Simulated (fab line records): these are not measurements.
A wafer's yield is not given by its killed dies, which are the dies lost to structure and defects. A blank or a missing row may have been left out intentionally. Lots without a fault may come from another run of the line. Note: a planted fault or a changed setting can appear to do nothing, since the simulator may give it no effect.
What tool caused it? || flow gf180mcu || 14 lots with 40 wafers sampled at 3 steps, on a route of 602 steps

== WHAT EACH GAUGE READ, for each wafer ==
GF_HV_LDD_OVL_MEAS_47. Usual: for HV_LDD_03_OVL the level is 0.4 nm and the standard deviation is 1.6.
{"lot": "L262", "measured": "day 12 09:02", "on": "overlay-02", "HV_LDD_03_OVL (nm)": "0.0 0.1 2.1", "flag": ""}
{"lot": "L263", "measured": "day 12 16:37", "on": "overlay-01", "HV_LDD_03_OVL (nm)": "0.2 -0.2 0.3", "flag": ""}
{"lot": "L265", "measured": "day 13 06:13", "on": "overlay-02", "HV_LDD_03_OVL (nm)": "-0.7 0.5 -0.2", "flag": ""}
{"lot": "L266", "measured": "day 13 19:25", "on": "overlay-01", "HV_LDD_03_OVL (nm)": "-0.5 0.4 -0.6", "flag": ""}
{"lot": "L274", "measured": "day 16 13:19", "on": "overlay-02", "HV_LDD_03_OVL (nm)": "2.4 1.7 0.4", "flag": ""}
{"lot": "L275", "measured": "day 16 16:49", "on": "overlay-02", "HV_LDD_03_OVL (nm)": "3.9 3.1", "flag": ""}
{"lot": "L276", "measured": "day 17 02:08", "on": "overlay-01", "HV_LDD_03_OVL (nm)": "2.0 2.4", "flag": ""}
{"lot": "L277", "measured": "day 17 11:08", "on": "overlay-01", "HV_LDD_03_OVL (nm)": "0.2 1.1 -0.4", "flag": ""}
{"lot": "L278", "measured": "day 17 15:01", "on": "overlay-01", "HV_LDD_03_OVL (nm)": "0.5 -0.5 -1.1", "flag": ""}
{"lot": "L280", "measured": "day 18 10:16", "on": "overlay-02", "HV_LDD_03_OVL (nm)": "-2.2 -1.8 -2.4", "flag": ""}
{"lot": "L281", "measured": "day 18 20:37", "on": "overlay-02", "HV_LDD_03_OVL (nm)": "0.6 -0.5 3.0", "flag": ""}
{"lot": "L283", "measured": "day 19 07:20", "on": "overlay-02", "HV_LDD_03_OVL (nm)": "-0.4 1.2 0.0", "flag": ""}
{"lot": "L284", "measured": "day 19 16:20", "on": "overlay-01", "HV_LDD_03_OVL (nm)": "-2.5 -2.1 -1.0", "flag": ""}
{"lot": "L285", "measured": "day 20 04:04", "on": "overlay-01", "HV_LDD_03_OVL (nm)": "-1.5 0.6 -0.9", "flag": ""}

GF_SAB_THK_MEAS_01. Usual: for SAB_CVD_00_THK the level is 49.6 nm and the standard deviation is 0.67.
{"lot": "L262", "measured": "day 14 05:49", "on": "film_metro-03", "SAB_CVD_00_THK (nm)": "48.9 49.8 49.6", "flag": ""}
{"lot": "L263", "measured": "day 14 14:28", "on": "film_metro-03", "SAB_CVD_00_THK (nm)": "49.8 49.4 50.3", "flag": ""}
{"lot": "L265", "measured": "day 15 05:01", "on": "film_metro-02", "SAB_CVD_00_THK (nm)": "50.0 50.3 51.0", "flag": ""}
{"lot": "L266", "measured": "day 15 16:58", "on": "film_metro-02", "SAB_CVD_00_THK (nm)": "50.5 50.5 50.8", "flag": ""}
{"lot": "L274", "measured": "day 18 15:25", "on": "film_metro-02", "SAB_CVD_00_THK (nm)": "48.9 48.5 66.3 49.0 48.4 66.2", "flag": "OFF"}
{"lot": "L275", "measured": "day 18 20:10", "on": "film_metro-02", "SAB_CVD_00_THK (nm)": "49.5 66.0 49.5 65.9", "flag": "OFF"}
{"lot": "L276", "measured": "day 19 05:38", "on": "film_metro-01", "SAB_CVD_00_THK (nm)": "49.5 66.1 49.5 66.1", "flag": "OFF"}
{"lot": "L277", "measured": "day 19 15:16", "on": "film_metro-02", "SAB_CVD_00_THK (nm)": "50.3 50.4 50.5", "flag": ""}
{"lot": "L278", "measured": "day 19 18:43", "on": "film_metro-03", "SAB_CVD_00_THK (nm)": "48.6 48.7 49.9", "flag": ""}
{"lot": "L280", "measured": "day 20 15:01", "on": "film_metro-02", "SAB_CVD_00_THK (nm)": "48.3 49.0 49.7", "flag": ""}
{"lot": "L281", "measured": "day 21 00:16", "on": "film_metro-03", "SAB_CVD_00_THK (nm)": "48.6 49.7 49.6", "flag": ""}
{"lot": "L283", "measured": "day 21 12:29", "on": "film_metro-01", "SAB_CVD_00_THK (nm)": "49.0 49.0 49.8", "flag": ""}
{"lot": "L284", "measured": "day 21 20:08", "on": "film_metro-03", "SAB_CVD_00_THK (nm)": "48.5 49.2 50.4", "flag": ""}
{"lot": "L285", "measured": "day 22 07:04", "on": "film_metro-01", "SAB_CVD_00_THK (nm)": "49.9 50.9 50.7", "flag": ""}

== EACH LOT AND THE TOOL THAT RAN IT (in order: tool; ch and the chambers of the sampled wafers; start) ==
{"lot": "L262", "GF_SAB_CVD_00": "pecvd-01 ch 0,1,2, day 14 05:47"}
{"lot": "L263", "GF_SAB_CVD_00": "pecvd-02 ch 0,2, day 14 14:27"}
{"lot": "L265", "GF_SAB_CVD_00": "pecvd-04 ch 0,2, day 15 05:00"}
{"lot": "L266", "GF_SAB_CVD_00": "pecvd-02 ch 0,2, day 15 16:57"}
{"lot": "L274", "GF_SAB_CVD_00": "pecvd-01 ch 0,1, day 18 15:23"}
{"lot": "L275", "GF_SAB_CVD_00": "pecvd-01 ch 1,2, day 18 20:08"}
{"lot": "L276", "GF_SAB_CVD_00": "pecvd-01 ch 2, day 19 05:35"}
{"lot": "L277", "GF_SAB_CVD_00": "pecvd-02 ch 0,1,2, day 19 15:14"}
{"lot": "L278", "GF_SAB_CVD_00": "pecvd-04 ch 0,1, day 19 18:41"}
{"lot": "L280", "GF_SAB_CVD_00": "pecvd-04 ch 0,1,2, day 20 15:00"}
{"lot": "L281", "GF_SAB_CVD_00": "pecvd-04 ch 1,2, day 21 00:14"}
{"lot": "L283", "GF_SAB_CVD_00": "pecvd-02 ch 0,1, day 21 12:26"}
{"lot": "L284", "GF_SAB_CVD_00": "pecvd-04 ch 0,1,2, day 21 20:06"}
{"lot": "L285", "GF_SAB_CVD_00": "pecvd-02 ch 1,2, day 22 07:02"}
- GF_SAB_CVD_00: deposits SiO2 from TEOS, target thk 50 nm, time 4.9302 s.

== AS READ BY THE TOOLS THEMSELVES (means over the sampled wafers that have a number; for cases with no such wafer, the mark the record gives instead) ==
GF_SAB_CVD_00. Usual: heater_power_w 634 W, standard deviation 83; susceptor_temp_C 400.06 C, standard deviation 0.22.
{"lot": "L262", "tool": "pecvd-01", "heater_power_w (W)": 652, "susceptor_temp_C (C)": 400.21, "flag": ""}
{"lot": "L263", "tool": "pecvd-02", "heater_power_w (W)": 660, "susceptor_temp_C (C)": 400.21, "flag": ""}
{"lot": "L265", "tool": "pecvd-04", "heater_power_w (W)": 629, "susceptor_temp_C (C)": 400.25, "flag": ""}
{"lot": "L266", "tool": "pecvd-02", "heater_power_w (W)": 629, "susceptor_temp_C (C)": 400.00, "flag": ""}
{"lot": "L274", "tool": "pecvd-01", "heater_power_w (W)": 767, "susceptor_temp_C (C)": 400.08, "flag": ""}
{"lot": "L275", "tool": "pecvd-01", "heater_power_w (W)": 702, "susceptor_temp_C (C)": 399.95, "flag": ""}
{"lot": "L276", "tool": "pecvd-01", "heater_power_w (W)": 646, "susceptor_temp_C (C)": 400.16, "flag": ""}
{"lot": "L277", "tool": "pecvd-02", "heater_power_w (W)": 568, "susceptor_temp_C (C)": 400.04, "flag": ""}
{"lot": "L278", "tool": "pecvd-04", "heater_power_w (W)": 701, "susceptor_temp_C (C)": 399.72, "flag": ""}
{"lot": "L280", "tool": "pecvd-04", "heater_power_w (W)": 593, "susceptor_temp_C (C)": 400.15, "flag": ""}
{"lot": "L281", "tool": "pecvd-04", "heater_power_w (W)": 677, "susceptor_temp_C (C)": 400.05, "flag": ""}
{"lot": "L283", "tool": "pecvd-02", "heater_power_w (W)": 604, "susceptor_temp_C (C)": 400.05, "flag": ""}
{"lot": "L284", "tool": "pecvd-04", "heater_power_w (W)": 608, "susceptor_temp_C (C)": 400.01, "flag": ""}
{"lot": "L285", "tool": "pecvd-02", "heater_power_w (W)": 565, "susceptor_temp_C (C)": 399.91, "flag": ""}

== THE ANSWER, worked out from the rows above alone ==
Rule: a lot is off if the mean of its wafers that have a number lies more than 3 standard deviations from the usual mean. Also off: a lot with no number at a reading for which 4 or more lots have one. The other lots that the step has rows for count as sound. First the gauges in route order, then the tools' own readings, where a lot's mean is used as printed above. At the first step where some lot is off, the reading lying furthest off is the one used; lots without a number count as furthest.
Off: L274, L275, L276, at GF_SAB_THK_MEAS_01 (SAB_CVD_00_THK).
A tool fits if, at a process step before that reading, it ran every lot that is off, and no sound lot after the first of them. The gauges at GF_SAB_THK_MEAS_01 are tried like those tools. One candidate fits, namely pecvd-01 at GF_SAB_CVD_00. Its last sound lot is L262 (day 14 05:47), its first lot that is off L274 (day 18 15:23): a fault that began between those two fits.

== WHAT THE SIMULATOR HAD INSERTED ==
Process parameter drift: pecvd-01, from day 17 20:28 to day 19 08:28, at GF_SAB_CVD_00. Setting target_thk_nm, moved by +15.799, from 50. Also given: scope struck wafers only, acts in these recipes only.
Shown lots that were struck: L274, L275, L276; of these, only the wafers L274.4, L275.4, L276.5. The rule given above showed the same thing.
